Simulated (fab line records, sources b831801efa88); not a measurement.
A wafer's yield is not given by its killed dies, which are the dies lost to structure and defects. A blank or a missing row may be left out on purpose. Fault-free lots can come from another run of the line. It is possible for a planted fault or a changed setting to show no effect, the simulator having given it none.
Which tool is to blame? | flow gf180mcu | Sampling: 7 lots, 21 wafers, 2 of 602 route steps

== WHAT EACH GAUGE READ, for each wafer ==
GF_VT_IMPLANT_RS_MEAS_48: the measuring method here is four-point-probe.
lot  | measured     | on            | LVPWELL_RS (ohm/sq)
L587 | day 7 18:41  | film_metro-04 | 1190 1189 1190
L590 | day 8 15:59  | film_metro-01 | 1203 1198 1198
L592 | day 9 05:40  | film_metro-01 | 1198 1195 1190
L596 | day 10 11:00 | film_metro-03 | 1260 1256 1262
L599 | day 11 03:44 | film_metro-01 | 1247 1249 1250
L606 | day 12 23:13 | film_metro-03 | 1199 1199 1200
L608 | day 13 12:54 | film_metro-01 | 1193 1195 1197

== WHICH TOOL RAN EACH LOT (tool, then ch and the chambers of the sampled wafers, then the start) ==
lot  | GF_LVPWELL_IMPLANT_08
L587 | implanter-01 ch 0, day 4 01:41
L590 | implanter-01 ch 0, day 4 18:14
L592 | implanter-01 ch 0, day 5 05:43
L596 | implanter-01 ch 0, day 6 06:01
L599 | implanter-01 ch 0, day 6 21:53
L606 | implanter-03 ch 0, day 8 13:01
L608 | implanter-01 ch 0, day 9 00:46
- GF_LVPWELL_IMPLANT_08

== THE ANSWER, worked out from the rows above alone ==
Rule: the usual values come from the lots themselves. The widest of any qualifying gaps counts: lots, ordered by their means at a reading, are off when they make up no more than a third of the lots, leave a main group of 4 or more, and stand apart from it by 3 or more times the standard deviation of that group's means. A main group whose means are all the same, to the digits that the tables above print for the reading, isn't used. Also off: a lot with no number at a reading for which 4 or more lots have one. Where the step has rows for the other lots, those lots are counted as sound.
Off: L596, L599, at GF_VT_IMPLANT_RS_MEAS_48 (LVPWELL_RS). The main group has a mean of 1196 ohm/sq with a standard deviation of 3.7.
A tool fits if, at a process step before that reading, it ran every lot that is off, and no sound lot after the first of them. Gauges at GF_VT_IMPLANT_RS_MEAS_48: tried the same way as those tools. None of those tried fits.

== WHAT HAD BEEN PUT IN BY THE SIMULATOR ==
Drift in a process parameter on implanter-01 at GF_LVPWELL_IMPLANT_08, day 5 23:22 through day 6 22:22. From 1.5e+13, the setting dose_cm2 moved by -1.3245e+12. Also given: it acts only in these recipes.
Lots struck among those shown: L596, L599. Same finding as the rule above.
